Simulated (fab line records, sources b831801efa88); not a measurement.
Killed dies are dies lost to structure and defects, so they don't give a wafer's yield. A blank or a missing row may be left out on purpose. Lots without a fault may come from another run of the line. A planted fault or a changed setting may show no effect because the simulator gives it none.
A struck lot beside a sound one | flow gf180mcu | 15 steps out of a route of 602
Sound: wafers L689.1, L689.2, L689.6. Struck: wafer L697.4. (L697.2, L697.5 of the same lot were not struck and are left out.) The cause comes at the end.
At each step with rows: each side's tool, then ch and its chambers, then its first start. Under that, the readings that differ: sound wafers | struck wafers | difference of the means | sigmas: that difference in standard deviations of wafers without a fault.
alike: readings whose means differ by less than 2 such deviations, and words and numbers that are the same on both sides. not compared: withheld readings, readings that some wafer has no value for, bounds like >300 that may hide the same value, and numbers for which the record gives no deviation and whose values overlap.
The two part at a step that has a row with sigmas, a row that says differs or no value, or rows on one side only. Numbers that don't overlap but have no deviation are shown without sigmas and don't part them. A reading that every wafer of one side lacks parts them only if that side has two wafers or more.

GF_HV_LDD_TW_MEAS_50:
  sound on film_metro-04, day 15 02:15; struck on film_metro-01, day 17 20:17
  alike: HV_LDD_4_TW
then, 1 step without rows for these wafers: GF_HV_LDD_CLEAN_51 (cleans in SC1/SC2, time 150 s).
GF_HV_LDD_RTA_52: time 10 s.
  sound on rtp_anneal-02 ch 0, day 15 02:22; struck on rtp_anneal-02 ch 0, day 17 20:23
  alike: lamp_power_pct, wafer_temp_C_max
GF_HV_LDD_RS_MEAS_53: measures by four-point-probe.
  sound on film_metro-01, day 15 02:26; struck on film_metro-04, day 17 20:28
  alike: HV_LDD_RS
then, 1 step without rows for these wafers: GF_HV_LDD_CVD_54 (deposits SiO2 from TEOS, target thk 10 nm, time 75 s).
GF_HV_LDD_THK_MEAS_55:
  sound on film_metro-01, day 15 03:34; struck on film_metro-01, day 17 21:36
  alike: HV_LDD_CVD_54_THK
then, 1 step without rows for these wafers: GF_HV_LDD_CVD_56 (deposits Si3N4 from DCS/NH3, target thk 90 nm, time 1543 s).
GF_HV_LDD_THK_MEAS_57:
  sound on film_metro-04, day 15 05:04; struck on film_metro-01, day 17 23:05
  alike: HV_LDD_CVD_56_THK
GF_HV_LDD_ETCHBACK_58: etches Si3N4 in CH3F/O2, stops on SiO2, time 100 s, target depth 90 nm.
  sound on rie_diel-03 ch 0,1,3, day 15 05:07; struck on rie_diel-01 ch 2, day 17 23:08
  alike: chamber_pressure_mTorr, drypump_motor_current_A, oes_product_au, rf_fwd_power_W, throttle_valve_pct
  not compared: rf_hours_counter_h
then, 3 steps without rows for these wafers: GF_NSD_DEHYDRATE_00 (time 60 s); GF_NSD_HMDS_01 (prime time 60 s); GF_NSD_COAT_02 (resist thk 1000 nm).
GF_NSD_SOFTBAKE_03: time 60 s.
  sound on litho_track-04 ch 0, day 15 15:45; struck on litho_track-01 ch 0, day 18 10:23
  reading                  | sound             | struck | difference | sigmas
  heater_power_total_W (W) | 56.58 56.65 56.51 | 57.57  | +0.99      | +21
  run_length_s (s)         | 89.05 89.40 89.34 | 85.76  | -3.50      | -25
then, 1 step without rows for these wafers: GF_NSD_EXPOSE_04 (exposes mask Nplus, target cd 400 nm).
GF_PASSIVATION_PROBE_99:
  the record has rows for the sound wafers here (prober-01, day 31 09:43) and none for the struck ones

WHERE THEY PART
First at GF_NSD_SOFTBAKE_03; last, within this record, at GF_PASSIVATION_PROBE_99.

WHY: what the simulator had put in
Process parameter drift: litho_track-01, from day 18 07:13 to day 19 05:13, at GF_NSD_SOFTBAKE_03. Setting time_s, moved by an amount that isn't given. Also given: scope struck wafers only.
